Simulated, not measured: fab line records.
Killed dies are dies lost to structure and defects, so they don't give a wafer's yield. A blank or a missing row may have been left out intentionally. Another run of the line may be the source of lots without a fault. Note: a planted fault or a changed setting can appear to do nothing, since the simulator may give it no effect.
fab line records | flow sky130
record lots=5 wafers=23
route steps=708 shown VT_ADJUST_PCH@146 SONOS_TUNNEL@156 SONOS_ONO@178 GATE_OXIDE@198 LDD_N@239 LDD_HVN@276 LDD_LDN@292
start-h: start of the lot's first displayed wafer, in hours after the record's first day | wait-h: hours elapsed since this lot's preceding step | " the same as in the row above | L1.1+2: a single row standing in for several wafers | - either no value or no given start | * or withheld: withheld | < > ~ a bound
route shown NAME@n: NAME is a module with steps in the file, n the number in the route of the first one | usual: mean and standard deviation over wafers with no fault | same: alike in all rows | chamber/n: place in a boat | sites: readings site by site | _std_site: how widely they spread, as a standard deviation | _edge_site: mean of outer sites minus mean of inner sites | radius-mm: how far each site lies from the wafer's centre | mask NAME#n: copy n | behind: the last tool/chamber to shape the wafer | hold: the reason the lot was held/the length of the hold in hours/how it ended | device: names the non-switching transistor (n, p or np) | end of line: the tests these same wafers got at the end of their route | where a step has no rows: the recipe by itself | killed: count of dies lost to structure and defects at first sort (not the wafer's yield) | map: a wafer's dies, x killed, . not, _ none there
set.NAME: setting as actually run; set.NAME@STEP: the setting as run at that earlier step | model.NAME: the simulator's own value behind a step, which no gauge read
lots run with intentionally changed settings; tables by step, rows by wafer
## steps
# step SKY_VT_ADJUST_PCH_SOFTBAKE_03
# recipe temp-c=110 time-s=withheld
# columns lot.wafer tool chamber start-h wait-h set.temp-c
L076.1+5 litho-track-03 0 246.93 0.1 110
L076.2+4+6 " 0 " " 111.8
L079.1+5 litho-track-01 0 263.59 0.1 106.8
L079.3+4+6 " 0 " " 110
L080.2+4+5 litho-track-01 0 268.42 0.1 110
L080.3+6 " 0 " " 106.5
L083.1+3+4+5+6 litho-track-03 0 281.58 0.1 110
L084.3+4+6 litho-track-01 0 290.11 0.1 110
# step SKY_VT_ADJUST_PCH_EXPOSE_04
# recipe mask-id=NWM na=0.6 source-shape=conventional sigma-outer=0.6 polarization=unpolarized target-cd-nm=840 dose-mj=255
# step SKY_VT_ADJUST_PCH_PEB_05
# recipe temp-c=115 time-s=withheld
# step SKY_VT_ADJUST_PCH_DEVELOP_06
# recipe wall-angle-deg=90 developer=TMAH develop-time-s=60 dev-temp-c=23
# columns lot.wafer tool chamber start-h wait-h set.temp-c@VT_ADJUST_PCH_SOFTBAKE_03 model.coat_of_VT_ADJUST_PCH_COAT_02.thk-nm
L076.1 litho-track-01 0 - - 110 2988
L076.2 " 0 " " 111.8 2969
L076.4 " 0 " " 111.8 2973
L076.5 " 0 " " 110 2980
L076.6 " 0 " " 111.8 2967
L079.1 litho-track-01 0 - - 106.8 3023
L079.3 " 0 " " 110 3006
L079.4 " 0 " " 110 3000
L079.5 " 0 " " 106.8 3019
L079.6 " 0 " " 110 2999
L080.2+4+5 litho-track-03 0 - - 110 3010
L080.3 " 0 " " 106.5 3041
L080.6 " 0 " " 106.5 3030
L083.1 litho-track-04 0 - - 110 2990
L083.3+6 " 0 " " 110 2986
L083.4 " 0 " " 110 2991
L083.5 " 0 " " 110 2985
L084.3 litho-track-01 0 - - 110 2992
L084.4 " 0 " " 110 3000
L084.6 " 0 " " 110 2995
# step SKY_VT_ADJUST_PCH_IMPLANT_08
# recipe species=B energy-kev=10 dose-cm2=5e+11 tilt-deg=withheld
# step SKY_VT_ADJUST_PCH_STRIP_09
# recipe chemistry=O2/N2 power-w=1400 pressure-mtorr=1500 platen-temp-c=withheld o2-flow-sccm=3000 n2-flow-sccm=300 overash-fraction=0.5
# usual strip-time-to-endpoint-s=36.86/0.11
# columns lot.wafer tool chamber start-h wait-h set.temp-c@VT_ADJUST_PCH_SOFTBAKE_03 strip-time-to-endpoint-s
L076.1 plasma-asher-02 1 259.67 0.1 110 36.81
L076.2 " 0 " " 111.8 36.61
L076.4 " 1 " " 111.8 36.64
L076.5 " 0 " " 110 36.74
L076.6 " 1 " " 111.8 36.57
L079.1 plasma-asher-01 1 275.27 0.1 106.8 37.23
L079.3 " 0 " " 110 37.03
L079.4 " 1 " " 110 36.97
L079.5 " 1 " " 106.8 37.20
L079.6 " 0 " " 110 36.96
L080.2 plasma-asher-01 1 280.41 0.1 110 37.08
L080.3 " 0 " " 106.5 37.45
L080.4 " 1 " " 110 37.10
L080.5 " 0 " " 110 37.08
L080.6 " 1 " " 106.5 37.32
L083.1 plasma-asher-04 0 294.59 0.1 110 36.86
L083.3 " 0 " " 110 36.80
L083.4 " 1 " " 110 36.84
L083.5 " 0 " " 110 36.80
L083.6 " 1 " " 110 36.80
L084.3 plasma-asher-02 0 302.91 0.1 110 36.87
L084.4 " 1 " " 110 36.97
L084.6 " 1 " " 110 36.91
# step SKY_SONOS_TUNNEL_COAT_02
# recipe resist=NOVOLAK spin-rpm=3000 resist-thk-nm=1140
# columns lot.wafer tool chamber start-h wait-h set.resist-thk-nm model.NOVOLAK_of_SONOS_TUNNEL_COAT_02.thk-nm
L076.1+2 litho-track-01 0 271.34 0.1 1140 1141
L076.4 " 0 " " 1177 1177
L076.5 " 0 " " 1177 1176
L076.6 " 0 " " 1140 1145
L079.1 litho-track-01 0 287.49 0.1 1092 1090
L079.3+4 " 0 " " 1092 1088
L079.5 " 0 " " 1140 1138
L079.6 " 0 " " 1140 1139
L080.2+3 litho-track-01 0 292.61 0.1 1140 1142
L080.4 " 0 " " 1097 1100
L080.5 " 0 " " 1140 1144
L080.6 " 0 " " 1097 1098
L083.1 litho-track-02 0 307.03 0.1 1140 1145
L083.3 " 0 " " 1140 1144
L083.4 " 0 " " 1140 1143
L083.5 " 0 " " 1140 1139
L083.6 " 0 " " 1140 1142
L084.3 litho-track-02 0 315.63 0.1 1140 1147
L084.4 " 0 " " 1140 1141
L084.6 " 0 " " 1140 1142
# step SKY_SONOS_ONO_EXPOSE_10
# recipe mask-id=ONOM target-cd-nm=410 na=0.6 source-shape=conventional sigma-outer=0.6 dose-mj=150
# columns lot.wafer tool chamber start-h wait-h mask set.dose-mj
L076.1+2+5 iline-stepper-02 0 - - ONOM#0 160.2
L076.4+6 " 0 " " ONOM#0 150
L079.1+3+4+5+6 iline-stepper-02 0 - - ONOM#0 150
L080.2+5+6 iline-stepper-01 0 - - ONOM#0 160.1
L080.3+4 " 0 " " ONOM#0 150
L083.1+4 iline-stepper-02 0 - - ONOM#0 154.7
L083.3+5+6 " 0 " " ONOM#0 150
L084.3+4+6 iline-stepper-01 0 - - ONOM#0 150
# step SKY_SONOS_ONO_DEVELOP_12
# recipe develop-time-s=60 dev-temp-c=23
# columns lot.wafer tool chamber start-h wait-h set.develop-time-s
L076.1+2 litho-track-03 0 313.63 0.1 68.37
L076.4+5+6 " 0 " " 60
L079.1+4 litho-track-03 0 335.23 0.1 60
L079.3+5+6 " 0 " " 66.94
L080.2+3+4 litho-track-01 0 343.81 0.1 60
L080.5+6 " 0 " " 65.25
L083.1+3+6 litho-track-03 0 360.28 0.1 53.29
L083.4+5 " 0 " " 60
L084.3+4+6 litho-track-02 0 360.63 0.1 60
# step SKY_SONOS_ONO_CD_MEAS_13
# recipe target-cd-nm=410
# usual cd-nm=409.9/1.7
# columns lot.wafer tool chamber start-h wait-h set.dose-mj@SONOS_ONO_EXPOSE_10 set.develop-time-s@SONOS_ONO_DEVELOP_12 cd-nm
L076.1 cd-sem-02 - 313.78 0.1 160.2 68.37 378.8
L076.2 " - " " 160.2 68.37 378.1
L076.4 " - " " 150 60 408.6
L076.5 " - " " 160.2 60 391.7
L076.6 " - " " 150 60 411.8
L079.1 cd-sem-01 - 335.38 0.1 150 60 411.2
L079.3 " - " " 150 66.94 401.5
L079.4 " - " " 150 60 412.9
L079.5 " - " " 150 66.94 402.8
L079.6 " - " " 150 66.94 401.4
L080.2 cd-sem-02 - 343.96 0.1 160.1 60 390.3
L080.3 " - " " 150 60 408.4
L080.4 " - " " 150 60 407.9
L080.5 " - " " 160.1 65.25 380.7
L080.6 " - " " 160.1 65.25 380.1
L083.1 cd-sem-02 - 360.43 0.1 154.7 53.29 413.8
L083.3 " - " " 150 53.29 420.3
L083.4 " - " " 154.7 60 398.7
L083.5 " - " " 150 60 406.9
L083.6 " - " " 150 53.29 420.4
L084.3 cd-sem-01 - 360.77 0.1 150 60 412.7
L084.4 " - " " 150 60 411.7
L084.6 " - " " 150 60 410.3
# step SKY_SONOS_ONO_ETCH_15
# recipe target-depth-nm=19.52 chemistry=CHF3/O2 source-w=600 bias-w=200 pressure-mtorr=40 chf3-flow-sccm=50 O2_flow_sccm=5 time-s=7.8
# columns lot.wafer tool chamber start-h wait-h set.dose-mj@SONOS_ONO_EXPOSE_10 set.develop-time-s@SONOS_ONO_DEVELOP_12 model.SONOS_ONO.cd-nm
L076.1 rie-diel-01 1 313.93 0.0 160.2 68.37 378.8
L076.2 " 2 " " 160.2 68.37 378.3
L076.4 " 0 " " 150 60 408.7
L076.5 " 3 " " 160.2 60 391.5
L076.6 " 0 " " 150 60 411.8
L079.1 rie-diel-02 2 335.53 0.0 150 60 411.3
L079.3 " 0 " " 150 66.94 401.7
L079.4 " 3 " " 150 60 412.6
L079.5 " 0 " " 150 66.94 402.6
L079.6 " 1 " " 150 66.94 401.5
L080.2 rie-diel-03 0 344.09 0.0 160.1 60 390.2
L080.3 " 2 " " 150 60 408.7
L080.4 " 1 " " 150 60 408.2
L080.5 " 0 " " 160.1 65.25 380.6
L080.6 " 1 " " 160.1 65.25 380.2
L083.1 rie-diel-03 0 360.58 0.0 154.7 53.29 413.6
L083.3 " 2 " " 150 53.29 420.4
L083.4 " 2 " " 154.7 60 398.7
L083.5 " 3 " " 150 60 406.9
L083.6 " 0 " " 150 53.29 420.3
L084.3 rie-diel-02 0 360.89 0.0 150 60 412.7
L084.4 " 1 " " 150 60 411.7
L084.6 " 3 " " 150 60 410
# step SKY_GATE_OXIDE_IMPLANT_11
# recipe species=B energy-kev=10 dose-cm2=2.6e+12 tilt-deg=withheld
# columns lot.wafer tool chamber start-h wait-h set.dose-cm2
L076.1+6 implanter-03 0 342.12 0.0 2.6e+12
L076.2+4+5 " 0 " " 2.453e+12
L079.1+4+6 implanter-04 0 366.81 0.0 2.435e+12
L079.3+5 " 0 " " 2.6e+12
L080.2+4+6 implanter-04 0 374.69 0.0 2.6e+12
L080.3+5 " 0 " " 2.424e+12
L084.3+4+6 implanter-03 0 391.07 0.1 2.6e+12
L083.1+4+5 implanter-02 0 391.94 0.0 2.791e+12
L083.3+6 " 0 " " 2.6e+12
# step SKY_GATE_OXIDE_WET_ETCH_12
# recipe chemistry=dHF target-depth-nm=16.8 dry=n2-spin target=SiO2 dilution=100:1 temp-c=25 time-s=336
# columns lot.wafer tool chamber start-h wait-h set.time-s
L076.1+2+4+5+6 - - - 0.1 383.6
L079.1+3+4+5+6 - - - 0.1 315.8
L080.2+3+4+5+6 - - - 0.1 378.5
L084.3+4+6 wet-bench-02 3 391.17 0.1 336
L083.1+3+4+5+6 - - - 0.1 293.6
# step SKY_GATE_OXIDE_STRIP_13
# recipe chemistry=O2/N2 power-w=1400 pressure-mtorr=1500 platen-temp-c=withheld o2-flow-sccm=3000 n2-flow-sccm=300 overash-fraction=0.5
# step SKY_GATE_OXIDE_TW_MEAS_14
# usual GATE_OXIDE_TW=223.6/1.4
# columns lot.wafer tool chamber start-h wait-h set.dose-cm2@GATE_OXIDE_IMPLANT_11 GATE_OXIDE_TW
L076.1 film-metro-01 - 342.47 0.1 2.6e+12 225.2
L076.2 " - " " 2.453e+12 220.4
L076.4 " - " " 2.453e+12 221.6
L076.5 " - " " 2.453e+12 221.4
L076.6 " - " " 2.6e+12 225.4
L079.1 film-metro-02 - 367.16 0.1 2.435e+12 216.7
L079.3 " - " " 2.6e+12 222.0
L079.4 " - " " 2.435e+12 217.1
L079.5 " - " " 2.6e+12 220.7
L079.6 " - " " 2.435e+12 216.8
L080.2 film-metro-01 - 375.03 0.1 2.6e+12 223.8
L080.3 " - " " 2.424e+12 220.2
L080.4 " - " " 2.6e+12 224.1
L080.5 " - " " 2.424e+12 220.2
L080.6 " - " " 2.6e+12 223.9
L084.3 film-metro-01 - 391.39 0.1 2.6e+12 223.6
L084.4 " - " " 2.6e+12 223.6
L084.6 " - " " 2.6e+12 222.2
L083.1 film-metro-02 - 392.31 0.1 2.791e+12 228.1
L083.3 " - " " 2.6e+12 223.8
L083.4 " - " " 2.791e+12 226.9
L083.5 " - " " 2.791e+12 227.0
L083.6 " - " " 2.6e+12 222.9
# step SKY_LDD_N_COAT_02
# recipe resist=NOVOLAK spin-rpm=3000 resist-thk-nm=300
# columns lot.wafer tool chamber start-h wait-h set.resist-thk-nm model.NOVOLAK_of_LDD_N_COAT_02.thk-nm
L076.1 litho-track-02 0 425.48 0.1 305 306
L076.2 " 0 " " 305 305.6
L076.4 " 0 " " 300 301.3
L076.5 " 0 " " 300 301
L076.6 " 0 " " 300 300.2
L079.1 litho-track-02 0 453.18 0.1 314.8 315.7
L079.3 " 0 " " 314.8 316
L079.4 " 0 " " 314.8 315.6
L079.5 " 0 " " 300 300.7
L079.6 " 0 " " 300 300.4
L080.2 litho-track-03 0 466.25 0.1 300 299.7
L080.3 " 0 " " 300 299.4
L080.4 " 0 " " 300 299.3
L080.5 " 0 " " 300 298.7
L080.6 " 0 " " 300 300
L084.3 litho-track-02 0 474.63 0.1 300 299.8
L084.4+6 " 0 " " 300 301
L083.1 litho-track-02 0 476.48 0.1 313.3 314
L083.3 " 0 " " 313.3 314.6
L083.4 " 0 " " 313.3 315.3
L083.5 " 0 " " 300 300.2
L083.6 " 0 " " 300 300.7
# step SKY_LDD_N_IMPLANT_09
# recipe species=As energy-kev=20 dose-cm2=7.5e+13 tilt-deg=withheld rotation-deg=113
# columns lot.wafer tool chamber start-h wait-h set.dose-cm2
L076.1+2+4+5+6 implanter-02 0 441.32 0.1 7.5e+13
L079.1+4 implanter-03 0 469.16 0.1 6.959e+13
L079.3+5+6 " 0 " " 7.5e+13
L080.2+3+4+5+6 implanter-03 0 481.89 0.1 7.5e+13
L084.3+4+6 implanter-02 0 490.62 0.1 7.5e+13
L083.1+5 implanter-02 0 491.96 0.1 7.5e+13
L083.3+4+6 " 0 " " 7.04e+13
# step SKY_LDD_N_IMPLANT_10
# recipe species=As energy-kev=20 dose-cm2=7.5e+13 tilt-deg=withheld rotation-deg=203
# step SKY_LDD_N_IMPLANT_11
# recipe species=As energy-kev=20 dose-cm2=7.5e+13 tilt-deg=withheld rotation-deg=293
# step SKY_LDD_N_IMPLANT_14
# recipe species=BF2 energy-kev=50 dose-cm2=5e+12 tilt-deg=30 rotation-deg=180
# step SKY_LDD_N_IMPLANT_15
# recipe species=BF2 energy-kev=50 dose-cm2=5e+12 tilt-deg=30 rotation-deg=270
# step SKY_LDD_N_STRIP_16
# recipe chemistry=O2/N2 power-w=1400 pressure-mtorr=1500 platen-temp-c=withheld o2-flow-sccm=3000 n2-flow-sccm=300 overash-fraction=0.5
# usual strip-time-to-endpoint-s=4.319/0.017
# columns lot.wafer tool chamber start-h wait-h set.resist-thk-nm@LDD_N_COAT_02 strip-time-to-endpoint-s
L076.1 plasma-asher-01 0 442.37 0.1 305 4.386
L076.2 " 1 " " 305 4.386
L076.4 " 0 " " 300 4.335
L076.5 " 1 " " 300 4.311
L076.6 " 0 " " 300 4.305
L079.1 plasma-asher-03 1 470.21 0.1 314.8 4.488
L079.3 " 1 " " 314.8 4.521
L079.4 " 0 " " 314.8 4.500
L079.5 " 1 " " 300 4.323
L079.6 " 0 " " 300 4.320
L080.2 plasma-asher-03 1 482.92 0.1 300 4.319
L080.3 " 1 " " 300 4.305
L080.4 " 0 " " 300 4.300
L080.5 " 1 " " 300 4.307
L080.6 " 0 " " 300 4.311
L084.3 plasma-asher-01 1 491.65 0.1 300 4.336
L084.4 " 0 " " 300 4.329
L084.6 " 1 " " 300 4.309
L083.1 plasma-asher-02 0 493.01 0.1 313.3 4.478
L083.3 " 1 " " 313.3 4.507
L083.4 " 0 " " 313.3 4.489
L083.5 " 0 " " 300 4.304
L083.6 " 1 " " 300 4.311
# step SKY_LDD_HVN_STRIP_09
# recipe chemistry=O2/N2 power-w=1400 pressure-mtorr=1500 platen-temp-c=withheld o2-flow-sccm=3000 n2-flow-sccm=300 overash-fraction=0.5
# usual strip-time-to-endpoint-s=4.139/0.013
# columns lot.wafer tool chamber start-h wait-h set.power-w strip-time-to-endpoint-s
L076.1 plasma-asher-02 0 504.61 0.1 1400 4.121
L076.2 " 1 " " 1400 4.121
L076.4 " 0 " " 1400 4.143
L076.5 " 1 " " 1400 4.135
L076.6 " 0 " " 1400 4.126
L079.1 plasma-asher-03 0 533.22 0.1 1400 4.169
L079.3 " 1 " " 1251 4.549
L079.4 " 0 " " 1251 4.531
L079.5 " 0 " " 1400 4.136
L079.6 " 1 " " 1400 4.149
L080.2 plasma-asher-02 1 545.54 0.1 1400 4.151
L080.3 " 0 " " 1341 4.275
L080.4 " 1 " " 1341 4.266
L080.5 " 1 " " 1341 4.297
L080.6 " 0 " " 1400 4.160
L084.3 plasma-asher-04 0 552.89 0.1 1400 4.123
L084.4 " 1 " " 1400 4.137
L084.6 " 0 " " 1400 4.129
L083.1 plasma-asher-04 0 554.57 0.1 1400 4.158
L083.3 " 0 " " 1400 4.141
L083.4 " 1 " " 1400 4.154
L083.5 " 0 " " 1400 4.139
L083.6 " 1 " " 1400 4.138
# step SKY_LDD_LDN_SOFTBAKE_03
# recipe temp-c=90 time-s=60 resist=NOVOLAK
# columns lot.wafer tool chamber start-h wait-h set.temp-c
L076.1+6 litho-track-03 0 549.97 0.1 90
L076.2+4+5 " 0 " " 91.02
L079.1+3 litho-track-01 0 577.59 0.1 93.64
L079.4+5+6 " 0 " " 90
L080.2+5+6 litho-track-03 0 590.00 0.1 90
L080.3+4 " 0 " " 87.34
L084.3+4+6 litho-track-03 0 596.67 0.1 90
L083.1+3+6 litho-track-03 0 599.12 0.1 90
L083.4+5 " 0 " " 86.91
# step SKY_LDD_LDN_DEVELOP_06
# recipe resist=NOVOLAK developer=TMAH develop-time-s=60 dev-temp-c=23
# columns lot.wafer tool chamber start-h wait-h set.dev-temp-c set.temp-c@LDD_LDN_SOFTBAKE_03 model.NOVOLAK_of_LDD_LDN_COAT_02.thk-nm
L076.1 litho-track-03 0 564.92 0.1 23 90 1141
L076.2 " 0 " " 23 91.02 1137
L076.4 " 0 " " 26.2 91.02 1134
L076.5 " 0 " " 26.2 91.02 1133
L076.6 " 0 " " 23 90 1137
L079.1+3 litho-track-02 0 591.53 0.1 19.77 93.64 1130
L079.4+5 " 0 " " 23 90 1142
L079.6 " 0 " " 19.77 90 1139
L080.2 litho-track-03 0 604.80 0.1 23 90 1146
L080.3 " 0 " " 19.32 87.34 1150
L080.4 " 0 " " 23 87.34 1149
L080.5 " 0 " " 19.32 90 1141
L080.6 " 0 " " 19.32 90 1142
L084.3 litho-track-01 0 610.74 0.1 23 90 1142
L084.4 " 0 " " 23 90 1138
L084.6 " 0 " " 23 90 1137
L083.1+3 litho-track-01 0 612.94 0.1 23 90 1143
L083.4 " 0 " " 25.99 86.91 1154
L083.5 " 0 " " 25.99 86.91 1152
L083.6 " 0 " " 25.99 90 1147
# step SKY_LDD_LDN_IMPLANT_08
# recipe species=As energy-kev=15 dose-cm2=1.25e+13 tilt-deg=withheld rotation-deg=23
# step SKY_LDD_LDN_IMPLANT_10
# recipe species=As energy-kev=15 dose-cm2=1.278e+13 tilt-deg=withheld rotation-deg=203
# step SKY_LDD_LDN_IMPLANT_11
# recipe species=As energy-kev=15 dose-cm2=1.25e+13 tilt-deg=withheld rotation-deg=293
# step SKY_LDD_LDN_STRIP_12
# recipe chemistry=O2/N2 power-w=1400 pressure-mtorr=1500 platen-temp-c=withheld o2-flow-sccm=3000 n2-flow-sccm=300 overash-fraction=0.5
# usual strip-time-to-endpoint-s=14.20/0.042
# columns lot.wafer tool chamber start-h wait-h set.temp-c@LDD_LDN_SOFTBAKE_03 strip-time-to-endpoint-s
L076.1 plasma-asher-03 1 565.71 0.1 90 14.19
L076.2 " 0 " " 91.02 14.14
L076.4 " 1 " " 91.02 14.11
L076.5 " 0 " " 91.02 14.09
L076.6 " 1 " " 90 14.15
L079.1 plasma-asher-01 1 592.32 0.1 93.64 14.05
L079.3 " 1 " " 93.64 14.06
L079.4 " 0 " " 90 14.21
L079.5 " 0 " " 90 14.22
L079.6 " 1 " " 90 14.18
L080.2 plasma-asher-01 0 605.56 0.1 90 14.25
L080.3 " 1 " " 87.34 14.28
L080.4 " 0 " " 87.34 14.29
L080.5 " 1 " " 90 14.20
L080.6 " 0 " " 90 14.21
L084.3 plasma-asher-02 0 611.51 0.1 90 14.21
L084.4 " 1 " " 90 14.16
L084.6 " 1 " " 90 14.15
L083.1 plasma-asher-01 1 613.72 0.1 90 14.22
L083.3 " 0 " " 90 14.21
L083.4 " 1 " " 86.91 14.31
L083.5 " 0 " " 86.91 14.29
L083.6 " 1 " " 90 14.27
## key
split step=SKY_VT_ADJUST_PCH_SOFTBAKE_03 setting=temp-c stated=110 by=wafer
response step=SKY_VT_ADJUST_PCH_DEVELOP_06 reading=model.coat_of_VT_ADJUST_PCH_COAT_02.thk-nm change=-7.5 per=1% r=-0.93
response step=SKY_VT_ADJUST_PCH_STRIP_09 reading=strip-time-to-endpoint-s change=* per=1% r=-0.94
split step=SKY_SONOS_TUNNEL_COAT_02 setting=resist-thk-nm stated=1140 by=wafer
response step=SKY_SONOS_TUNNEL_COAT_02 reading=model.NOVOLAK_of_SONOS_TUNNEL_COAT_02.thk-nm change=+11.4 per=1% r=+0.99
split step=SKY_SONOS_ONO_EXPOSE_10 setting=dose-mj stated=150 by=wafer
response step=SKY_SONOS_ONO_CD_MEAS_13 reading=cd-nm change=-3.75 per=1% r=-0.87
response step=SKY_SONOS_ONO_ETCH_15 reading=model.SONOS_ONO.cd-nm change=-3.78 per=1% r=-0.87
split step=SKY_SONOS_ONO_DEVELOP_12 setting=develop-time-s stated=60 by=wafer
response step=SKY_SONOS_ONO_CD_MEAS_13 reading=cd-nm slope=-1.04 per=1% together-with=dose-mj@SONOS_ONO_EXPOSE_10 explained=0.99
response step=SKY_SONOS_ONO_ETCH_15 reading=model.SONOS_ONO.cd-nm slope=-1.02 per=1% together-with=dose-mj@SONOS_ONO_EXPOSE_10 explained=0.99
split step=SKY_GATE_OXIDE_IMPLANT_11 setting=dose-cm2 stated=2.6e+12 by=wafer
response step=SKY_GATE_OXIDE_TW_MEAS_14 reading=GATE_OXIDE_TW change=+0.619 per=1% r=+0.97
split step=SKY_GATE_OXIDE_WET_ETCH_12 setting=time-s stated=336 by=lot
response none clear
split step=SKY_LDD_N_COAT_02 setting=resist-thk-nm stated=300 by=wafer
response step=SKY_LDD_N_COAT_02 reading=model.NOVOLAK_of_LDD_N_COAT_02.thk-nm change=+3.13 per=1% r=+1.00
response step=SKY_LDD_N_STRIP_16 reading=strip-time-to-endpoint-s change=* per=1% r=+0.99
split step=SKY_LDD_N_IMPLANT_09 setting=dose-cm2 stated=7.5e+13 by=wafer
response none clear
split step=SKY_LDD_HVN_STRIP_09 setting=power-w stated=1400 by=wafer
response step=SKY_LDD_HVN_STRIP_09 reading=strip-time-to-endpoint-s change=* per=1% r=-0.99
split step=SKY_LDD_LDN_SOFTBAKE_03 setting=temp-c stated=90 by=wafer
response step=SKY_LDD_LDN_DEVELOP_06 reading=model.NOVOLAK_of_LDD_LDN_COAT_02.thk-nm change=-2.56 per=1% r=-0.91
response step=SKY_LDD_LDN_STRIP_12 reading=strip-time-to-endpoint-s change=* per=1% r=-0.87
split step=SKY_LDD_LDN_DEVELOP_06 setting=dev-temp-c stated=23 by=wafer
response none clear
